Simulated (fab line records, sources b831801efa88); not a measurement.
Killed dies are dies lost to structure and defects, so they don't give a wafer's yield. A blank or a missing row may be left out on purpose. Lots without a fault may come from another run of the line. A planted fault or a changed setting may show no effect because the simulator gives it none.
Which tool did it? | flow gf180mcu | 12 lots, 36 wafers sampled, at 7 steps of a route of 602

WHAT THE GAUGES READ, wafer by wafer
GF_CONTACT_RS_MEAS_25: measures by four-point-probe.
lot  | measured     | on            | CONTACT_W_RS (ohm/sq)
L238 | day 16 01:57 | film_metro-03 | 0.374 0.381 0.376
L240 | day 17 02:27 | film_metro-03 | 0.379 0.383 0.383
L241 | day 17 11:12 | film_metro-04 | 0.375 0.377 0.382
L244 | day 18 10:55 | film_metro-03 | 0.381 0.380 0.385
L246 | day 19 08:34 | film_metro-04 | 0.381 0.381 0.379
L247 | day 19 11:35 | film_metro-03 | 0.386 0.380 0.382
L250 | day 20 13:58 | film_metro-04 | 0.542 0.538 0.545
L251 | day 20 22:14 | film_metro-04 | 0.377 0.374 0.383
L253 | day 21 23:56 | film_metro-02 | 0.530 0.541 0.529
L258 | day 23 11:43 | film_metro-03 | 0.378 0.371 0.373
L260 | day 24 03:28 | film_metro-02 | 0.380 0.369 0.376
L261 | day 24 08:29 | film_metro-03 | 0.371 0.376 0.376

GF_CONTACT_THK_MEAS_26: measures by xrf.
lot  | measured     | on            | CONTACT_W_THK (nm)
L238 | day 16 02:04 | film_metro-03 | 306 301 304
L240 | day 17 02:34 | film_metro-03 | 304 300 299
L241 | day 17 11:19 | film_metro-04 | 306 305 299
L244 | day 18 11:02 | film_metro-03 | 297 299 295
L246 | day 19 08:41 | film_metro-04 | 300 297 300
L247 | day 19 11:42 | film_metro-03 | 294 300 296
L250 | day 20 14:05 | film_metro-04 | 212 213 211
L251 | day 20 22:21 | film_metro-04 | 303 305 300
L253 | day 22 00:02 | film_metro-02 | 216 212 216
L258 | day 23 11:49 | film_metro-03 | 306 311 309
L260 | day 24 03:35 | film_metro-02 | 300 307 302
L261 | day 24 08:35 | film_metro-03 | 306 300 300

GF_M1_RS_MEAS_05: measures by four-point-probe.
lot  | measured     | on            | M1_ALCU_RS (ohm/sq)
L238 | day 16 02:40 | film_metro-02 | 0.0695 0.0693 0.0700
L240 | day 17 03:09 | film_metro-03 | 0.0705 0.0690 0.0698
L241 | day 17 11:54 | film_metro-01 | 0.0707 0.0706 0.0705
L244 | day 18 11:37 | film_metro-03 | 0.0693 0.0696 0.0702
L246 | day 19 09:16 | film_metro-03 | 0.0704 0.0705 0.0699
L247 | day 19 12:17 | film_metro-03 | 0.0688 0.0695 0.0688
L250 | day 20 15:17 | film_metro-01 | 0.0702 0.0701 0.0711
L251 | day 20 22:56 | film_metro-02 | 0.0698 0.0695 0.0693
L253 | day 22 00:38 | film_metro-02 | 0.0696 0.0697 0.0703
L258 | day 23 12:35 | film_metro-02 | 0.0697 0.0690 0.0698
L260 | day 24 04:10 | film_metro-01 | 0.0705 0.0708 0.0703
L261 | day 24 09:20 | film_metro-03 | 0.0700 0.0701 0.0703

WHICH TOOL RAN EACH LOT (tool, then ch and the chambers of the sampled wafers, then the start)
lot  | GF_SALICIDE_SPUTTER_03       | GF_CONTACT_CVD_24             | GF_CONTACT_CMP_27             | GF_M1_SPUTTER_02
L238 | pvd_sputter-02, day 15 01:55 | cvd_w-01 ch 0,1, day 16 01:51 | cmp-01 ch 0,1, day 16 02:08   | pvd_sputter-01, day 16 02:34
L240 | pvd_sputter-02, day 16 02:36 | cvd_w-01 ch 0,1, day 17 02:21 | cmp-02 ch 0,1, day 17 02:38   | pvd_sputter-01, day 17 03:04
L241 | pvd_sputter-02, day 16 10:48 | cvd_w-02 ch 0,1, day 17 11:06 | cmp-02 ch 0,3, day 17 11:23   | pvd_sputter-01, day 17 11:49
L244 | pvd_sputter-01, day 17 09:31 | cvd_w-02 ch 1, day 18 10:47   | cmp-02 ch 2,3, day 18 11:05   | pvd_sputter-03, day 18 11:31
L246 | pvd_sputter-03, day 18 06:30 | cvd_w-01 ch 0,1, day 19 08:28 | cmp-01 ch 2,3, day 19 08:45   | pvd_sputter-03, day 19 09:11
L247 | pvd_sputter-02, day 18 09:26 | cvd_w-02 ch 0,1, day 19 11:29 | cmp-01 ch 0,1,2, day 19 11:46 | pvd_sputter-04, day 19 12:11
L250 | pvd_sputter-01, day 19 11:55 | cvd_w-01 ch 0,1, day 20 13:52 | cmp-02 ch 1,2,3, day 20 14:46 | pvd_sputter-01, day 20 15:12
L251 | pvd_sputter-02, day 19 19:37 | cvd_w-02 ch 0,1, day 20 22:08 | cmp-02 ch 0,2,3, day 20 22:25 | pvd_sputter-04, day 20 22:50
L253 | pvd_sputter-02, day 20 21:49 | cvd_w-01 ch 0,1, day 21 23:50 | cmp-02 ch 0,2, day 22 00:05   | pvd_sputter-01, day 22 00:31
L258 | pvd_sputter-03, day 22 10:37 | cvd_w-02 ch 0, day 23 11:35   | cmp-01 ch 0,1,3, day 23 12:05 | pvd_sputter-01, day 23 12:28
L260 | pvd_sputter-01, day 23 02:31 | cvd_w-02 ch 0,1, day 24 03:22 | cmp-01 ch 2,3, day 24 03:39   | pvd_sputter-01, day 24 04:05
L261 | pvd_sputter-03, day 23 07:46 | cvd_w-02 ch 0,1, day 24 08:22 | cmp-01 ch 0,1,2, day 24 08:48 | pvd_sputter-01, day 24 09:14
- GF_SALICIDE_SPUTTER_03: material TiN, target thk 20 nm, time 16.7 s.
- GF_CONTACT_CVD_24: deposits W, target thk 300 nm, time 90.339 s.
- GF_CONTACT_CMP_27: polishes, stops on SiO2, t overpolish 15 s, target thk 0 nm.
- GF_M1_SPUTTER_02: material AlCu, target thk 450 nm, time 23.9 s.

WHAT THE TOOLS THEMSELVES READ (means of the sampled wafers that have a number; where no wafer has one, the mark that the record gives instead)
GF_SALICIDE_SPUTTER_03.
lot  | tool           | throttle_valve_pct (%)
L238 | pvd_sputter-02 | 31.2
L240 | pvd_sputter-02 | 30.7
L241 | pvd_sputter-02 | 30.2
L244 | pvd_sputter-01 | 28.9
L246 | pvd_sputter-03 | 30.4
L247 | pvd_sputter-02 | 30.3
L250 | pvd_sputter-01 | 30.0
L251 | pvd_sputter-02 | 30.7
L253 | pvd_sputter-02 | 30.8
L258 | pvd_sputter-03 | 30.5
L260 | pvd_sputter-01 | 30.9
L261 | pvd_sputter-03 | 30.1

GF_CONTACT_CVD_24.
lot  | tool     | heater_power_w (W) | susceptor_temp_C (C)
L238 | cvd_w-01 | 894                | 399.99
L240 | cvd_w-01 | 898                | 400.02
L241 | cvd_w-02 | 883                | 400.04
L244 | cvd_w-02 | 905                | 399.96
L246 | cvd_w-01 | 862                | 399.65
L247 | cvd_w-02 | 872                | 400.25
L250 | cvd_w-01 | 765                | 381.64
L251 | cvd_w-02 | 887                | 400.04
L253 | cvd_w-01 | 761                | 381.72
L258 | cvd_w-02 | 836                | 400.08
L260 | cvd_w-02 | 877                | 400.35
L261 | cvd_w-02 | 884                | 400.38

GF_CONTACT_CMP_27.
lot  | tool   | motor_current_A (A) | slurry_filter_dp_kPa (kPa) | time_to_endpoint_s (s)
L238 | cmp-01 | 11.9                | 13.53                      | 72
L240 | cmp-02 | 10.1                | 13.57                      | 69
L241 | cmp-02 | 10.6                | 13.54                      | 78
L244 | cmp-02 | 11.9                | 13.66                      | 74
L246 | cmp-01 | 9.5                 | 13.67                      | 77
L247 | cmp-01 | 11.6                | 13.54                      | 76
L250 | cmp-02 | 10.8                | 13.58                      | 54
L251 | cmp-02 | 11.1                | 13.54                      | 76
L253 | cmp-02 | 11.3                | 13.44                      | 49
L258 | cmp-01 | 11.1                | 13.58                      | 76
L260 | cmp-01 | 9.8                 | 13.54                      | 76
L261 | cmp-01 | 11.6                | 13.52                      | 75

GF_M1_SPUTTER_02.
lot  | tool           | throttle_valve_pct (%)
L238 | pvd_sputter-01 | 30.1
L240 | pvd_sputter-01 | 29.9
L241 | pvd_sputter-01 | 31.0
L244 | pvd_sputter-03 | 29.9
L246 | pvd_sputter-03 | 29.6
L247 | pvd_sputter-04 | 29.1
L250 | pvd_sputter-01 | 29.9
L251 | pvd_sputter-04 | 28.7
L253 | pvd_sputter-01 | 29.2
L258 | pvd_sputter-01 | 30.9
L260 | pvd_sputter-01 | 28.7
L261 | pvd_sputter-01 | 30.0

THE ANSWER, worked out from the rows above alone
Rule: what is usual is taken from the lots themselves. Put in order of their means at a reading, lots are off if they are a third of the lots or fewer, leave a main group of 4 or more, and stand apart from it by a gap of 3 or more times the standard deviation of the main group's means; of several such gaps the widest counts. A main group whose means are all the same, to the digits that the tables above print for the reading, isn't used. A lot without any number at a reading at which 4 lots or more have one is off too. The other lots that the step has rows for count as sound. The gauges are gone through in route order, then the tools' own readings, and for those a lot's mean is taken as printed above. The first step at which some lot is off is used, and at that step the reading that is off furthest; a lot without a number counts as furthest.
Off: L250, L253, at GF_CONTACT_RS_MEAS_25 (CONTACT_W_RS). The main group: mean 0.378 ohm/sq, standard deviation 0.0031.
A tool fits if, at a process step before that reading, it ran every lot that is off, and no sound lot after the first of them. The gauges at GF_CONTACT_RS_MEAS_25 aren't tried: what is off there is off at GF_CONTACT_CVD_24 too, on other tools, and a gauge's error can't cause that. One fits: cvd_w-01 at GF_CONTACT_CVD_24. Its last sound lot is L246 (day 19 08:28), its first lot that is off L250 (day 20 13:52): a fault that began between those two fits.
The tool's own readings at GF_CONTACT_CVD_24 bear it out: on the lots that are off they differ by more than 5 times the standard deviation of the sound lots' means. heater_power_w reads 763 W there against 880 W on the sound lots; susceptor_temp_C reads 381.68 C there against 400.08 C on the sound lots.

WHAT THE SIMULATOR HAD PUT IN
Process parameter drift: cvd_w-01, from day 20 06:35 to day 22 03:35, at GF_CONTACT_CVD_24. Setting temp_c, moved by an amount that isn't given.
Lots struck among those shown: L250, L253. The rule above found the same.
